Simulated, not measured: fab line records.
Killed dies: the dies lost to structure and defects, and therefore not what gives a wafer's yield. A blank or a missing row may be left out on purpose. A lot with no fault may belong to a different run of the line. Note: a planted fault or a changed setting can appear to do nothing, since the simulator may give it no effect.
Which tool is to blame? -- flow sky130 -- 12 lots, 35 wafers sampled, at 5 steps of a route of 708

== WHAT THE GAUGES READ, wafer by wafer ==
SKY_FIELD_ISO_BOW_MEAS_00. Usual: INCOMING_BOW 0 um, standard deviation 6.2.
lot,measured,on,INCOMING_BOW (um),flag
L753,day 1 10:00,film metro-02,1 -1 13,
L756,day 2 01:00,film metro-03,-1 5 -7,
L759,day 2 16:01,film metro-01,-1 -4 -11,
L760,day 2 21:00,film metro-02,-7 11 11,
L761,day 3 02:00,film metro-01,-7 4 -6,
L763,day 3 12:01,film metro-02,3 8 -2,
L764,day 3 17:02,film metro-01,3 6 3,
L766,day 4 03:02,film metro-03,-4 -1,
L772,day 5 09:01,film metro-02,3 2 -3,
L773,day 5 14:00,film metro-01,-3 -2 6,
L774,day 5 19:00,film metro-02,1 1 4,
L776,day 6 05:02,film metro-03,-4 -7 4,

SKY_FIELD_ISO_THK_MEAS_25. Usual: FIELD_ISO_CVD_24_THK 594 nm, standard deviation 5.8.
lot,measured,on,FIELD_ISO_CVD_24_THK (nm),flag
L753,day 2 09:40,film metro-01,595 594 590,
L756,day 3 00:53,film metro-01,602 597 591,
L759,day 3 15:05,film metro-03,589 610 596,
L760,day 3 20:42,film metro-03,595 587 593,
L761,day 4 00:53,film metro-03,592 592 582,
L763,day 4 09:29,film metro-01,766 598 786,OFF
L764,day 4 17:35,film metro-03,596 776 599,OFF
L766,day 5 02:13,film metro-01,603 784,OFF
L772,day 6 10:54,film metro-01,587 586 594,
L773,day 6 15:28,film metro-02,592 596 603,
L774,day 6 19:53,film metro-03,590 591 586,
L776,day 7 10:14,film metro-02,595 591 592,

SKY_NWELL_THK_MEAS_02. Usual: NWELL_OXIDATION_THK 10.03 nm, standard deviation 0.15.
lot,measured,on,NWELL_OXIDATION_THK (nm),flag
L753,day 2 13:31,film metro-04,9.98 9.89 10.00,
L756,day 3 05:15,film metro-04,10.05 10.08 9.89,
L759,day 3 20:34,film metro-04,10.14 10.22 10.15,
L760,day 4 02:41,film metro-01,10.03 10.13 9.84,
L761,day 4 06:41,film metro-04,10.27 10.13 10.23,
L763,day 4 16:16,film metro-04,10.04 10.14 10.24,
L764,day 4 22:47,film metro-03,10.00 10.11 9.94,
L766,day 5 08:02,film metro-04,10.03 10.12,
L772,day 6 16:19,film metro-01,9.92 10.05 10.15,
L773,day 6 20:43,film metro-04,10.32 10.29 10.30,
L774,day 6 23:47,film metro-04,10.12 9.94 10.05,
L776,day 7 15:57,film metro-03,10.20 10.09 10.09,

== EACH LOT AND THE TOOL THAT RAN IT (in order: tool; ch and the chambers of the sampled wafers; start) ==
lot,SKY_FIELD_ISO_CVD_24,SKY_FIELD_ISO_CMP_27
L753,"hdpcvd-02 ch 0,1,2, day 2 09:35","cmp-02 ch 0,1,3, day 2 11:22"
L756,"hdpcvd-01 ch 0,1,2, day 3 00:49","cmp-02 ch 0,1,3, day 3 02:26"
L759,"hdpcvd-01 ch 0,2, day 3 15:01","cmp-01 ch 1,2,3, day 3 16:41"
L760,"hdpcvd-02 ch 0,1, day 3 20:38","cmp-01 ch 0,1,3, day 3 23:35"
L761,"hdpcvd-02 ch 0,1, day 4 00:49","cmp-01 ch 0,2,3, day 4 03:50"
L763,"hdpcvd-02 ch 0,2, day 4 09:25","cmp-01 ch 1,2,3, day 4 13:31"
L764,"hdpcvd-02 ch 0,1,2, day 4 17:29","cmp-01 ch 1,2,3, day 4 19:25"
L766,"hdpcvd-02 ch 2, day 5 02:07","cmp-01 ch 0,1, day 5 04:13"
L772,"hdpcvd-01 ch 0,1, day 6 10:49","cmp-01 ch 0,3, day 6 13:54"
L773,"hdpcvd-01 ch 1,2, day 6 15:23","cmp-01 ch 0,2,3, day 6 17:51"
L774,"hdpcvd-01 ch 0,2, day 6 19:48","cmp-02 ch 1,2, day 6 21:26"
L776,"hdpcvd-01 ch 0,2, day 7 10:09","cmp-02 ch 1,3, day 7 11:50"
- SKY_FIELD_ISO_CVD_24: deposits SiO2, target thk 595 nm, time 99.2 s.
- SKY_FIELD_ISO_CMP_27: polishes, stops on Si3N4, t overpolish 16 s, target thk 457.8 nm.

== WHAT THE TOOLS THEMSELVES READ (means of the sampled wafers that have a number; where no wafer has one, the mark that the record gives instead) ==
SKY_FIELD_ISO_CMP_27. Usual: motor current A 12.1 A, standard deviation 1.3; time to endpoint s 113 s, standard deviation 5.8.
lot,tool,motor current A (A),time to endpoint s (s),flag
L753,cmp-02,11.3,117,
L756,cmp-02,11.3,121,
L759,cmp-01,12.2,113,
L760,cmp-01,11.9,111,
L761,cmp-01,13.4,111,
L763,cmp-01,12.3,135,OFF
L764,cmp-01,12.3,122,
L766,cmp-01,12.2,128,
L772,cmp-01,12.5,107,
L773,cmp-01,13.4,111,
L774,cmp-02,11.4,110,
L776,cmp-02,11.5,112,

== THE ANSWER, worked out from the rows above alone ==
Rule: a lot counts as off when the mean over its wafers that have a number is more than 3 standard deviations away from the usual mean. Also off: a lot with no number at a reading for which 4 or more lots have one. Any other lot the step has rows for is counted as sound. After the gauges, taken in route order, come the tools' own readings; for these a lot's mean is taken, as printed above. The first step at which some lot is off is used, and at that step the reading that is off furthest; a lot without a number counts as furthest.
Off: L763, L764, L766, seen at SKY_FIELD_ISO_THK_MEAS_25 (FIELD_ISO_CVD_24_THK).
A tool fits if, at a process step before that reading, it ran every lot that is off, and no sound lot after the first of them. Those tools and the gauges at SKY_FIELD_ISO_THK_MEAS_25 are tried in the same way. One fits: SKY_FIELD_ISO_CVD_24 on hdpcvd-02. A fault onset in the window from L761 (day 4 00:49, its last sound lot) to L763 (day 4 09:25, its first lot off) fits.

== WHAT THE SIMULATOR HAD INSERTED ==
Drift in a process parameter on hdpcvd-02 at SKY_FIELD_ISO_CVD_24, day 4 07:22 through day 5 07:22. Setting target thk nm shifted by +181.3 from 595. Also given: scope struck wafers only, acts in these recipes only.
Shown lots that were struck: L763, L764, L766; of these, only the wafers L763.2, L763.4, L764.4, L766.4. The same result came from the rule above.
